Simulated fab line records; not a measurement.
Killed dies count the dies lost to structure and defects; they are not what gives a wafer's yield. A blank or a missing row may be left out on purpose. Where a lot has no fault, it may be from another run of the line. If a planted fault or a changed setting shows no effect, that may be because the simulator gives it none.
A lot that was struck, set against a sound lot || flow sfq_line || 15 steps out of a route of 325
Sound: the wafers L981.4, L981.5, L981.6. Struck: wafer L991.5 (L991.2, L991.4, from the same lot, were not struck and are left out); the cause is given at the end.
Each step with rows lists, per side, the tool, then ch with its chambers, then its first start. Under that, the readings that differ: sound wafers || struck wafers || difference of the means || sigmas: that difference in standard deviations of wafers without a fault.
alike: words and numbers the same on both sides, and readings whose means are apart by under 2 such deviations; not compared: readings that were withheld, readings missing a value for some wafer, numbers with overlapping values and no deviation given by the record, and bounds like >300 which may hide the same value.
The two part at a step that has a row with sigmas, a row that says differs or no value, or rows on one side only. Numbers that have no deviation but don't overlap get no sigmas and don't part them. A reading that every wafer of one side lacks parts them only if that side has two wafers or more.

SFQ_TRILAYER_JJ_CE_BARC_OPEN_RIE_150: chemistry O2, target BARC, target depth 240 nm, time 80 s.
  sound on rie_metal-01 ch 1, day 53 02:47; struck on rie_metal-04 ch 1, day 62 07:47
{"reading": "drypump_motor_current_A (A)", "sound": "5.0 5.0 5.0", "struck": 6.2, "difference": "+1.2", "sigmas": "+2"}
  alike: bias_w, oes_product_au
  not compared: rf_hours_counter_h
SFQ_TRILAYER_JJ_CE_ETCH_RIE_118: chemistry SF6, target Nb, stops on Al2O3, time 97.7 s, target depth 170 nm.
  sound on rie_metal-01 ch 1, day 53 02:59; struck on rie_metal-04 ch 1, day 62 07:52
{"reading": "drypump_motor_current_A (A)", "sound": "5.0 5.0 5.0", "struck": 6.2, "difference": "+1.2", "sigmas": "+2"}
  alike: bias_w, oes_product_au
  not compared: rf_hours_counter_h
following that, these wafers have no rows for 1 step: SFQ_TRILAYER_JJ_ANODIZE_ANODIZE_119.
SFQ_TRILAYER_JJ_CE_STRIP_STRIP_120: strips in O2.
  sound on rie_metal-02 ch 0,1, day 53 03:47; struck on rie_metal-02 ch 0, day 62 08:29
  alike: drypump_motor_current_A, oes_product_au
  not compared: rf_hours_counter_h
then, 7 steps without rows for these wafers: SFQ_TRILAYER_JJ_CE_STRIP_SOLV_CLEAN_121 (cleans in NMP, time 600 s); SFQ_TRILAYER_M5_LITHO_COAT_128 (resist thk 62 nm); SFQ_TRILAYER_M5_LITHO_COAT_123 (resist thk 600 nm); SFQ_TRILAYER_M5_LITHO_SOFTBAKE_127; SFQ_TRILAYER_M5_LITHO_EXPOSE_124 (exposes mask M5, target cd 700 nm); SFQ_TRILAYER_M5_LITHO_PEB_126 (peb time 60 s); SFQ_TRILAYER_M5_LITHO_DEVELOP_125 (time 60 s).
SFQ_M5_OVL_MEAS_932:
  sound: overlay-02 at day 59 05:12; struck: overlay-01 at day 62 11:38
  alike: M5_OVL
SFQ_TRILAYER_M5_BARC_OPEN_METAL_ETCH_161: etches BARC in O2, target depth 125 nm, time 41.7 s.
  sound on rie_metal-02 ch 0,1, day 59 05:14; struck on rie_metal-01 ch 0, day 62 11:40
{"reading": "model.KrF_of_TRILAYER_M5_LITHO_COAT_123.thk_nm (nm)", "sound": "525.9 524.4 523.3", "struck": 545.8, "difference": "+21.3", "sigmas": ""}
  alike: bias_w, drypump_motor_current_A, oes_product_au
  not compared: rf_hours_counter_h
SFQ_TRILAYER_M5_ETCH_METAL_ETCH_126: etches Nb in Cl2/BCl3, stops on SiO2, time 203.2 s, target depth 265 nm.
  sound on rie_metal-02 ch 0,1, day 59 05:20; struck on rie_metal-01 ch 0, day 62 11:44
{"reading": "model.KrF_of_TRILAYER_M5_LITHO_COAT_123.thk_nm (nm)", "sound": "375.1 374.2 368.5", "struck": 391.9, "difference": "+19.3", "sigmas": ""}
  alike: bias_w, drypump_motor_current_A, oes_product_au
  not compared: rf_hours_counter_h
SFQ_TRILAYER_M5_STRIP_STRIP_127: strips in O2.
  sound on rie_metal-02 ch 0,1, day 59 05:40; struck on rie_metal-01 ch 0, day 62 11:55
  alike: drypump_motor_current_A, oes_product_au
  not compared: rf_hours_counter_h

## WHERE THEY PART
Last at SFQ_TRILAYER_JJ_CE_ETCH_RIE_118 as far as this record goes, first at SFQ_TRILAYER_JJ_CE_BARC_OPEN_RIE_150. Later steps at which nothing parts them and some readings are alike: SFQ_TRILAYER_JJ_CE_STRIP_STRIP_120, SFQ_M5_OVL_MEAS_932, SFQ_TRILAYER_M5_BARC_OPEN_METAL_ETCH_161, SFQ_TRILAYER_M5_ETCH_METAL_ETCH_126, SFQ_TRILAYER_M5_STRIP_STRIP_127.

WHY: the cause the simulator had injected
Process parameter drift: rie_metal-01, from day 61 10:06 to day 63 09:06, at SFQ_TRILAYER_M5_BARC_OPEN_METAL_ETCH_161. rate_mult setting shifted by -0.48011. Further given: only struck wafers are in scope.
